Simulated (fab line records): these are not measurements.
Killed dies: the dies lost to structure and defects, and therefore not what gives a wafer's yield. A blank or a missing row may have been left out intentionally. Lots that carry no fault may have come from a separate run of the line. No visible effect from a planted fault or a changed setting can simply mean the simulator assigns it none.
Struck lot and sound lot, side by side :: flow gf180mcu :: 16 out of 602 route steps
Sound: wafers L470.1, L470.2, L470.6. Struck: wafer L479.5 (left out: L479.2, L479.4 of the same lot, which were not struck); the cause appears at the end.
At each step with rows: each side's tool, then ch and its chambers, then its first start. Under that, the readings that differ: sound wafers :: struck wafers :: difference of the means :: sigmas: that difference in standard deviations of wafers without a fault.
alike: readings whose means differ by less than 2 such deviations, and words and numbers that are the same on both sides. not compared: withheld readings, readings that some wafer has no value for, bounds like >300 that may hide the same value, and numbers for which the record gives no deviation and whose values overlap.
The two part at a step that has a row with sigmas, a row that says differs or no value, or rows on one side only. Non-overlapping numbers with no deviation appear without sigmas and do not part them. Lack of a reading on every wafer of one side parts them only where that side has two or more wafers.

first, 6 steps without rows for these wafers: GF_TOP_METAL_HMDS_08 (prime time 60 s); GF_TOP_METAL_COAT_09 (resist thk 1500 nm); GF_TOP_METAL_SOFTBAKE_10 (time 60 s); GF_TOP_METAL_EXPOSE_11 (exposes mask MetalTop, target cd 440 nm); GF_TOP_METAL_PEB_12; GF_TOP_METAL_DEVELOP_13 (develop time 60 s).
GF_TOP_METAL_CD_MEAS_14 targets a cd of 440 nm.
  struck on cd_sem-02, day 31 12:01; sound on cd_sem-01, day 28 23:01
  alike: cd_nm
GF_TOP_METAL_OVL_MEAS_15:
  struck on overlay-02, day 31 12:07; sound on overlay-02, day 28 23:08
  alike: TOP_METAL_OVL
GF_TOP_METAL_METAL_ETCH_16: etches the open film in Cl2/BCl3, stops on SiO2, target depth 1197 nm, time 192.1 s.
  sound on rie_metal-03 ch 0,1, day 28 23:10; struck on rie_metal-03 ch 0, day 31 12:09
  alike: drypump_motor_current_A, oes_product_au, throttle_valve_pct
  not compared: rf_hours_counter_h
GF_TOP_METAL_STRIP_17: strips in O2/N2.
  sound on plasma_asher-04 ch 0,1, day 28 23:22; struck on plasma_asher-01 ch 0, day 31 12:20
  alike: drypump_motor_current_A, heater_power_w, oes_product_au, strip_time_to_endpoint_s
  not compared: rf_hours_counter_h
then, 2 steps without rows for these wafers: GF_TOP_METAL_STRIP_18 (strips in post etch residue remover, time 1200 s); GF_TOP_METAL_CLEAN_19 (cleans in DIW).
GF_PASSIVATION_CVD_00: deposits SiO2 from TEOS, target thk 1000 nm, time 111.95 s.
  sound on pecvd-03 ch 1,2, day 28 23:55; struck on pecvd-04 ch 2, day 31 12:53
reading: model.SiO2_of_PASSIVATION_CVD_00.thk_nm (nm)
sound: 991.5 1014 1012
struck: 930.6
difference: -75.2
sigmas: 
  alike: heater_power_w
GF_PASSIVATION_THK_MEAS_01:
  struck on film_metro-02, day 31 12:58; sound on film_metro-03, day 29 00:00
reading: PASSIVATION_CVD_00_THK (nm)
sound: 991 1014 1012
struck: 931
difference: -75
sigmas: -6
GF_PASSIVATION_CVD_02: deposits Si3N4, target thk 700 nm, time 486.18 s.
  sound on pecvd-04 ch 1,2, day 29 00:04; struck on pecvd-03 ch 2, day 31 13:01
  alike: heater_power_w
GF_PASSIVATION_PROBE_99:
  record: rows for the struck wafers here (prober-01, day 32 07:07), none for the sound ones

WHERE THEY PART
Last at GF_PASSIVATION_PROBE_99 as far as this record goes, first at GF_PASSIVATION_THK_MEAS_01.

WHY: what the simulator had put in
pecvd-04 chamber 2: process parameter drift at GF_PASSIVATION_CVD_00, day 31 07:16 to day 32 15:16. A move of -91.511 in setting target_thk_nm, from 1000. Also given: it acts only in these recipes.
